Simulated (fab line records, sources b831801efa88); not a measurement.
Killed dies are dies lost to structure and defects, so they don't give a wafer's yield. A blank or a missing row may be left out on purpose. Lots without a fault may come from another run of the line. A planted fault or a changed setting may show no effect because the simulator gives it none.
Which tool did it? | flow sky130 | 11 lots, 33 wafers sampled, at 6 steps of a route of 708

WHAT THE GAUGES READ, wafer by wafer
SKY_FIELD_ISO_BOW_MEAS_00. Usual: INCOMING_BOW 0 um, standard deviation 5.9.
lot  | measured    | on            | INCOMING_BOW (um) | flag
L642 | day 1 15:00 | film_metro-03 | -9 -6 2           |
L645 | day 2 06:00 | film_metro-03 | 4 2 9             |
L648 | day 2 21:00 | film_metro-03 | -11 -2 -7         |
L649 | day 3 02:00 | film_metro-02 | 6 5 0             |
L652 | day 3 17:00 | film_metro-04 | 13 -7 11          |
L654 | day 4 03:00 | film_metro-02 | -2 13 3           |
L655 | day 4 08:02 | film_metro-03 | 0 1 8             |
L656 | day 4 13:02 | film_metro-04 | 9 -9 -6           |
L660 | day 5 09:00 | film_metro-02 | 10 -2 4           |
L663 | day 6 00:00 | film_metro-03 | 5 5 2             |
L664 | day 6 05:00 | film_metro-03 | -6 1 0            |

SKY_FIELD_ISO_THK_MEAS_02. Usual: FIELD_ISO_OXIDATION_00_THK 11.91 nm, standard deviation 0.27.
lot  | measured    | on            | FIELD_ISO_OXIDATION_00_THK (nm) | flag
L642 | day 1 17:13 | film_metro-03 | 12.21 12.44 12.25               |
L645 | day 2 07:38 | film_metro-02 | 11.96 11.94 12.11               |
L648 | day 2 22:38 | film_metro-04 | 12.17 12.14 12.18               |
L649 | day 3 04:42 | film_metro-02 | 11.58 11.69 11.57               |
L652 | day 3 18:38 | film_metro-02 | 11.96 12.03 11.86               |
L654 | day 4 05:00 | film_metro-04 | 11.59 11.72 11.56               |
L655 | day 4 11:59 | film_metro-04 | 11.54 11.72 11.57               |
L656 | day 4 14:50 | film_metro-04 | 11.48 11.54 11.61               |
L660 | day 5 10:38 | film_metro-04 | 11.92 12.19 12.05               |
L663 | day 6 02:36 | film_metro-04 | 12.08 12.01 11.94               |
L664 | day 6 06:38 | film_metro-04 | 11.83 11.88 11.89               |

SKY_PWDE_TW_MEAS_10. Usual: PWDE_TW 375, standard deviation 3.7.
lot  | measured    | on            | PWDE_TW                 | flag
L642 | day 4 03:25 | film_metro-02 | 378 376 378             |
L645 | day 4 20:19 | film_metro-02 | 378 378 377             |
L648 | day 5 10:06 | film_metro-04 | 374 375 375             |
L649 | day 5 23:15 | film_metro-01 | 370 370 369             |
L652 | day 6 15:18 | film_metro-01 | 370 368 369             |
L654 | day 6 22:48 | film_metro-02 | 379 379 380             |
L655 | day 7 03:37 | film_metro-02 | 379 379 380             |
L656 | day 7 08:03 | film_metro-01 | 370 369 369             |
L660 | day 8 08:06 | film_metro-04 | 401 401 400 401 402 401 | OFF
L663 | day 9 00:21 | film_metro-01 | 392 393 390 392 390 392 | OFF
L664 | day 9 05:21 | film_metro-02 | 376 376 378             |

SKY_NWELL_RS_MEAS_31: measures by four-point-probe. Usual: PWDE_RS 5281 ohm/sq, standard deviation 21.
lot  | measured     | on            | PWDE_RS (ohm/sq)              | flag
L642 | day 5 14:55  | film_metro-04 | 5273 5292 5250                |
L645 | day 6 10:19  | film_metro-01 | 5270 5259 5280                |
L648 | day 7 00:24  | film_metro-01 | 5282 5268 5292                |
L649 | day 7 14:26  | film_metro-02 | 5258 5261 5252                |
L652 | day 8 08:17  | film_metro-01 | 5264 5303 5291                |
L654 | day 8 15:27  | film_metro-04 | 5292 5284 5296                |
L655 | day 8 20:59  | film_metro-01 | 5257 5266 5260                |
L656 | day 9 01:28  | film_metro-04 | 5301 5293 5317                |
L660 | day 10 14:28 | film_metro-04 | 4488 4501 4506 4496 4517 4505 | OFF
L663 | day 10 21:51 | film_metro-01 | 4487 4474 4502 4491 4477 4504 | OFF
L664 | day 11 02:32 | film_metro-04 | 5286 5301 5303                |

WHICH TOOL RAN EACH LOT (tool, then ch and the chambers of the sampled wafers, then the start)
lot  | SKY_PWDE_IMPLANT_08            | SKY_PWDE_STRIP_09
L642 | implanter-03 ch 0, day 4 03:10 | plasma_asher-03 ch 0,1, day 4 03:19
L645 | implanter-01 ch 0, day 4 20:04 | plasma_asher-01 ch 0,1, day 4 20:13
L648 | implanter-01 ch 0, day 5 09:51 | plasma_asher-01 ch 0,1, day 5 10:00
L649 | implanter-03 ch 0, day 5 23:00 | plasma_asher-03 ch 0,1, day 5 23:09
L652 | implanter-01 ch 0, day 6 15:03 | plasma_asher-01 ch 0,1, day 6 15:12
L654 | implanter-04 ch 0, day 6 22:33 | plasma_asher-03 ch 0,1, day 6 22:42
L655 | implanter-01 ch 0, day 7 03:24 | plasma_asher-03 ch 0,1, day 7 03:32
L656 | implanter-01 ch 0, day 7 07:50 | plasma_asher-03 ch 0,1, day 7 07:58
L660 | implanter-01 ch 0, day 8 07:51 | plasma_asher-03 ch 0,1, day 8 08:00
L663 | implanter-01 ch 0, day 9 00:06 | plasma_asher-03 ch 0,1, day 9 00:15
L664 | implanter-03 ch 0, day 9 05:06 | plasma_asher-02 ch 0, day 9 05:15
- SKY_PWDE_IMPLANT_08
- SKY_PWDE_STRIP_09: strips in O2/N2.

WHAT THE TOOLS THEMSELVES READ (means of the sampled wafers that have a number; where no wafer has one, the mark that the record gives instead)
SKY_PWDE_IMPLANT_08. Usual: dose_ions_cm2 3.6e+12, standard deviation 3.9e+09; faraday_current_uA 20.3, standard deviation 0.37.
lot  | tool         | dose_ions_cm2 | faraday_current_uA | flag
L642 | implanter-03 | 3.6e+12       | 20.4               |
L645 | implanter-01 | 3.6e+12       | 20.2               |
L648 | implanter-01 | 3.6e+12       | 20.6               |
L649 | implanter-03 | 3.6e+12       | 20.5               |
L652 | implanter-01 | 3.6e+12       | 20.0               |
L654 | implanter-04 | 3.6e+12       | 20.0               |
L655 | implanter-01 | 3.6e+12       | 20.1               |
L656 | implanter-01 | 3.6e+12       | 20.1               |
L660 | implanter-01 | 4.4e+12       | 25.4               | OFF
L663 | implanter-01 | 4.4e+12       | 25.1               | OFF
L664 | implanter-03 | 3.6e+12       | 20.6               |

SKY_PWDE_STRIP_09. Usual: drypump_motor_current_A 5.8 A, standard deviation 0.37; n2_flow_sccm 300.0 sccm, standard deviation 0.89; oes_product_au 0.722 a.u., standard deviation 0.0047; strip_time_to_endpoint_s 36.95 s, standard deviation 0.083.
lot  | tool            | drypump_motor_current_A (A) | n2_flow_sccm (sccm) | oes_product_au (a.u.) | strip_time_to_endpoint_s (s) | flag
L642 | plasma_asher-03 | 6.0                         | 300.3               | 0.723                 | 36.96                        |
L645 | plasma_asher-01 | 6.1                         | 299.3               | 0.725                 | 36.95                        |
L648 | plasma_asher-01 | 5.9                         | 299.8               | 0.721                 | 37.02                        |
L649 | plasma_asher-03 | 6.0                         | 298.8               | 0.724                 | 36.87                        |
L652 | plasma_asher-01 | 5.8                         | 299.9               | 0.722                 | 37.01                        |
L654 | plasma_asher-03 | 5.9                         | 299.8               | 0.723                 | 36.95                        |
L655 | plasma_asher-03 | 6.0                         | 300.3               | 0.725                 | 36.93                        |
L656 | plasma_asher-03 | 5.8                         | 299.9               | 0.721                 | 36.92                        |
L660 | plasma_asher-03 | 6.0                         | 299.8               | 0.718                 | 36.88                        |
L663 | plasma_asher-03 | 6.0                         | 300.1               | 0.726                 | 36.91                        |
L664 | plasma_asher-02 | 4.8                         | 300.4               | 0.728                 | 37.04                        |

THE ANSWER, worked out from the rows above alone
Rule: a lot is off if the mean of its wafers that have a number lies more than 3 standard deviations from the usual mean. A lot without any number at a reading at which 4 lots or more have one is off too. The other lots that the step has rows for count as sound. The gauges are gone through in route order, then the tools' own readings, and for those a lot's mean is taken as printed above. The first step at which some lot is off is used, and at that step the reading that is off furthest; a lot without a number counts as furthest.
Off: L660, L663, at SKY_PWDE_TW_MEAS_10 (PWDE_TW).
A tool fits if, at a process step before that reading, it ran every lot that is off, and no sound lot after the first of them. The gauges at SKY_PWDE_TW_MEAS_10 aren't tried: what is off there is off at SKY_PWDE_IMPLANT_08 too, on other tools, and a gauge's error can't cause that. Can't be told from this: 2 tools fit, implanter-01 at SKY_PWDE_IMPLANT_08, plasma_asher-03 at SKY_PWDE_STRIP_09.

WHAT THE SIMULATOR HAD PUT IN
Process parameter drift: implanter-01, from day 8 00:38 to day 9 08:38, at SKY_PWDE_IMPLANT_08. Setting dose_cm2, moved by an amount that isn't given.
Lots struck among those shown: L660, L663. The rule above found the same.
